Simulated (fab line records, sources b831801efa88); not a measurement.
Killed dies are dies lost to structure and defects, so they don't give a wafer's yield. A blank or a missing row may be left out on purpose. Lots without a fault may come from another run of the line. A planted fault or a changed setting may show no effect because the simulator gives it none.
Chamber matching | flow gf180mcu | GF_STI_CMP_25 on cmp-01: 4 sister chambers
The step polishes, stops on Si3N4, t overpolish 33 s, target thk 524.6 nm. 33 wafers are shown with their chamber, then 12 later ones without.

WAFERS WITH THEIR CHAMBER
wafer  | chamber | motor_current_A (A) | time_to_endpoint_s (s) | overpolish_run_s (s)
L075.1 | 0       | 12.5                | 124                    | 32.983
L075.4 | 1       | 10.7                | 121                    | 32.994
L075.6 | 2       | 11.1                | 121                    | 32.999
L076.1 | 3       | 12.6                | 129                    | 33.005
L076.3 | 0       | 12.8                | 130                    | 33.004
L076.6 | 3       | 11.9                | 126                    | 33.001
L077.2 | 2       | 11.1                | 119                    | 33.004
L077.3 | 3       | 11.8                | 123                    | 33.021
L077.5 | 0       | 12.4                | 126                    | 33.012
L079.3 | 1       | 10.5                | 128                    | 33.009
L079.5 | 2       | 11.5                | 122                    | 32.990
L079.6 | 3       | 13.1                | 125                    | 32.998
L080.2 | 1       | 10.4                | 129                    | 33.005
L080.5 | 1       | 10.5                | 127                    | 33.017
L080.6 | 0       | 12.3                | 128                    | 33.006
L081.1 | 2       | 11.1                | 120                    | 32.999
L081.2 | 1       | 10.5                | 130                    | 32.982
L081.6 | 1       | 10.5                | 126                    | 32.993
L082.2 | 1       | 10.4                | 129                    | 32.975
L082.3 | 0       | 12.6                | 128                    | 33.015
L082.6 | 2       | 11.6                | 123                    | 32.980
L083.1 | 3       | 12.5                | 122                    | 32.992
L083.4 | 1       | 10.4                | 127                    | 32.993
L083.6 | 0       | 12.2                | 133                    | 33.004
L087.1 | 2       | 11.2                | 127                    | 33.009
L087.5 | 2       | 11.6                | 125                    | 32.980
L087.6 | 3       | 11.3                | 126                    | 33.005
L088.1 | 2       | 11.5                | 119                    | 32.993
L088.3 | 1       | 10.3                | 124                    | 32.991
L088.5 | 1       | 10.0                | 123                    | 32.998
L089.1 | 2       | 11.4                | 117                    | 33.000
L089.3 | 3       | 12.7                | 117                    | 32.998
L089.4 | 1       | 10.3                | 125                    | 32.996

SIGNATURES (means of the wafers above)
reading            | chamber 0 | chamber 1 | chamber 2 | chamber 3 | scatter within a chamber
motor_current_A    | 12.467    | 10.409    | 11.344    | 12.271    | 0.335
time_to_endpoint_s | 128.17    | 126.27    | 121.44    | 124.00    | 3.19
overpolish_run_s   | 33.00400  | 32.99573  | 32.99489  | 33.00286  | 0.0107
Rule: a wafer's distance from a chamber is the root of the sum, over the readings, of the square of ((its reading less the chamber's mean) divided by the reading's scatter). The wafer belongs to the nearest chamber; if the next one is less than 2 further off, it can't be placed. The scatter: the root of (the sum of the squares of (reading less its chamber's mean) over the shown wafers, divided by (wafers less chambers)).

WAFERS WITHOUT THEIR CHAMBER
wafer  | motor_current_A (A) | time_to_endpoint_s (s) | overpolish_run_s (s)
L093.1 | 12.4                | 124                    | 32.999
L093.5 | 11.0                | 117                    | 33.000
L093.6 | 10.4                | 126                    | 32.984
L095.1 | 10.9                | 121                    | 32.995
L095.4 | 12.6                | 126                    | 33.018
L095.6 | 12.1                | 120                    | 32.994
L096.3 | 11.1                | 124                    | 33.006
L096.4 | 12.1                | 127                    | 32.999
L096.6 | 9.6                 | 123                    | 33.013
L097.2 | 10.7                | 123                    | 33.021
L097.5 | 10.1                | 127                    | 33.013
L097.6 | 11.0                | 120                    | 33.001

WHICH CHAMBER EACH WENT THROUGH
wafer  | from the rows above          | in truth
L093.1 | can't be placed: 3 or 0      | 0
L093.5 | can't be placed: 2 or 1      | 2
L093.6 | 1                            | 1
L095.1 | can't be placed: 2 or 1      | 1
L095.4 | can't be placed: 0 or 3      | 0
L095.6 | can't be placed: 3 or 2 or 0 | 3
L096.3 | can't be placed: 2 or 1      | 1
L096.4 | can't be placed: 3 or 0 or 2 | 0
L096.6 | 1                            | 1
L097.2 | can't be placed: 1 or 2      | 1
L097.5 | 1                            | 1
L097.6 | can't be placed: 2 or 1      | 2
Placed correctly: 3 of 12. Can't be placed from these rows: 9 (the true chamber is among the candidates in 9). Placed wrongly: 0.
